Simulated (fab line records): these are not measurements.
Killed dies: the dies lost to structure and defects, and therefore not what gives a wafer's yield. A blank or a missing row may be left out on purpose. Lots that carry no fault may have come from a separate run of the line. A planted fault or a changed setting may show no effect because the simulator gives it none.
Check of tool commonality || flow gf180mcu || Lots sampled 11, wafers sampled 42

## REASON IT WAS OPENED
GF_MVSD_TW_MEAS_11, reading MVSD_TW: flagged on 3 of 11 lots. No-fault wafers: 1569, standard deviation 8.9.
Rule: a lot gets a flag if all its wafers with a number sit over 4 standard deviations from that mean, or if no wafer of it has a number. As for the other lots, they are considered sound.

{"lot": "L964", "measured": "day 4 09:59", "on": "film_metro-01", "MVSD_TW, wafer by wafer": "1567 1576 1565", "flag": ""}
{"lot": "L965", "measured": "day 4 14:52", "on": "film_metro-03", "MVSD_TW, wafer by wafer": "1567 1572 1580", "flag": ""}
{"lot": "L970", "measured": "day 5 20:14", "on": "film_metro-03", "MVSD_TW, wafer by wafer": "1561 1565 1562", "flag": ""}
{"lot": "L973", "measured": "day 6 14:35", "on": "film_metro-04", "MVSD_TW, wafer by wafer": "30 30 30 30 30 30", "flag": "FLAGGED"}
{"lot": "L974", "measured": "day 7 00:20", "on": "film_metro-03", "MVSD_TW, wafer by wafer": "30 30 30 30 30 30", "flag": "FLAGGED"}
{"lot": "L975", "measured": "day 7 04:50", "on": "film_metro-01", "MVSD_TW, wafer by wafer": "30 30 30 29 30 30", "flag": "FLAGGED"}
{"lot": "L977", "measured": "day 7 19:23", "on": "film_metro-03", "MVSD_TW, wafer by wafer": "1571 1567 1564", "flag": ""}
{"lot": "L980", "measured": "day 8 08:46", "on": "film_metro-03", "MVSD_TW, wafer by wafer": "1572 1575 1576", "flag": ""}
{"lot": "L982", "measured": "day 8 19:07", "on": "film_metro-04", "MVSD_TW, wafer by wafer": "1581 1573 1576", "flag": ""}
{"lot": "L983", "measured": "day 9 01:02", "on": "film_metro-04", "MVSD_TW, wafer by wafer": "1585 1580 1574", "flag": ""}
{"lot": "L986", "measured": "day 9 17:16", "on": "film_metro-03", "MVSD_TW, wafer by wafer": "1561 1556 1552", "flag": ""}
Averaged over the flagged lots the numbers come to 30, -1539 from the usual (-99 or more standard deviations).

## LOT BY LOT: THE TOOL USED
Before the reading, the record contains 2 process steps out of a 602-step route. In each cell: the tool, then ch and the chambers that the sampled wafers went through, then the start.
{"lot": "L964", "flag": "", "GF_LVPWELL_STRIP_10": "plasma_asher-02 ch 0,1, day 3 20:17", "GF_MVSD_STRIP_10": "plasma_asher-01 ch 0,1, day 4 09:53"}
{"lot": "L965", "flag": "", "GF_LVPWELL_STRIP_10": "plasma_asher-04 ch 0,1, day 4 01:04", "GF_MVSD_STRIP_10": "plasma_asher-02 ch 0,1, day 4 14:46"}
{"lot": "L970", "flag": "", "GF_LVPWELL_STRIP_10": "plasma_asher-02 ch 0,1, day 5 06:20", "GF_MVSD_STRIP_10": "plasma_asher-01 ch 0,1, day 5 20:08"}
{"lot": "L973", "flag": "FLAGGED", "GF_LVPWELL_STRIP_10": "plasma_asher-02 ch 0,1, day 5 23:23", "GF_MVSD_STRIP_10": "plasma_asher-02 ch 0,1, day 6 14:29"}
{"lot": "L974", "flag": "FLAGGED", "GF_LVPWELL_STRIP_10": "plasma_asher-04 ch 0,1, day 6 08:35", "GF_MVSD_STRIP_10": "plasma_asher-01 ch 0,1, day 7 00:14"}
{"lot": "L975", "flag": "FLAGGED", "GF_LVPWELL_STRIP_10": "plasma_asher-04 ch 0,1, day 6 12:32", "GF_MVSD_STRIP_10": "plasma_asher-03 ch 0,1, day 7 04:44"}
{"lot": "L977", "flag": "", "GF_LVPWELL_STRIP_10": "plasma_asher-02 ch 1, day 7 02:19", "GF_MVSD_STRIP_10": "plasma_asher-01 ch 0,1, day 7 19:17"}
{"lot": "L980", "flag": "", "GF_LVPWELL_STRIP_10": "plasma_asher-02 ch 0,1, day 7 16:02", "GF_MVSD_STRIP_10": "plasma_asher-01 ch 0,1, day 8 08:40"}
{"lot": "L982", "flag": "", "GF_LVPWELL_STRIP_10": "plasma_asher-04 ch 0,1, day 8 02:41", "GF_MVSD_STRIP_10": "plasma_asher-01 ch 0, day 8 19:00"}
{"lot": "L983", "flag": "", "GF_LVPWELL_STRIP_10": "plasma_asher-04 ch 0, day 8 08:44", "GF_MVSD_STRIP_10": "plasma_asher-02 ch 0,1, day 9 00:56"}
{"lot": "L986", "flag": "", "GF_LVPWELL_STRIP_10": "plasma_asher-02 ch 0,1, day 8 23:43", "GF_MVSD_STRIP_10": "plasma_asher-01 ch 0,1, day 9 17:10"}
What these steps do:
- GF_LVPWELL_STRIP_10: strips in O2/N2.
- GF_MVSD_STRIP_10: strips in O2/N2.
- GF_MVSD_TW_MEAS_11

## FLAGGED AGAINST TOTAL, ONE TOOL AT A TIME (gauges that did the reading follow at the end)
{"step": "GF_LVPWELL_STRIP_10", "tool": "plasma_asher-02", "lots run": 6, "flagged": 1, "share of the flagged lots": "some", "sound lots run after its first flagged lot": "3 (L977,L980,L986)"}
{"step": "GF_LVPWELL_STRIP_10", "tool": "plasma_asher-04", "lots run": 5, "flagged": 2, "share of the flagged lots": "some", "sound lots run after its first flagged lot": "2 (L982,L983)"}
{"step": "GF_MVSD_STRIP_10", "tool": "plasma_asher-01", "lots run": 7, "flagged": 1, "share of the flagged lots": "some", "sound lots run after its first flagged lot": "4 (L977,L980,L982,L986)"}
{"step": "GF_MVSD_STRIP_10", "tool": "plasma_asher-02", "lots run": 3, "flagged": 1, "share of the flagged lots": "some", "sound lots run after its first flagged lot": "1 (L983)"}
{"step": "GF_MVSD_STRIP_10", "tool": "plasma_asher-03", "lots run": 1, "flagged": 1, "share of the flagged lots": "some", "sound lots run after its first flagged lot": 0}
{"step": "GF_MVSD_TW_MEAS_11", "tool": "film_metro-01", "lots run": 2, "flagged": 1, "share of the flagged lots": "some", "sound lots run after its first flagged lot": 0}
{"step": "GF_MVSD_TW_MEAS_11", "tool": "film_metro-03", "lots run": 6, "flagged": 1, "share of the flagged lots": "some", "sound lots run after its first flagged lot": "3 (L977,L980,L986)"}
{"step": "GF_MVSD_TW_MEAS_11", "tool": "film_metro-04", "lots run": 3, "flagged": 1, "share of the flagged lots": "some", "sound lots run after its first flagged lot": "2 (L982,L983)"}

## WHAT IS ALLOWED BY THE TABLE
No row of the table ran every flagged lot.

## WHAT THE SIMULATOR HAD INSERTED
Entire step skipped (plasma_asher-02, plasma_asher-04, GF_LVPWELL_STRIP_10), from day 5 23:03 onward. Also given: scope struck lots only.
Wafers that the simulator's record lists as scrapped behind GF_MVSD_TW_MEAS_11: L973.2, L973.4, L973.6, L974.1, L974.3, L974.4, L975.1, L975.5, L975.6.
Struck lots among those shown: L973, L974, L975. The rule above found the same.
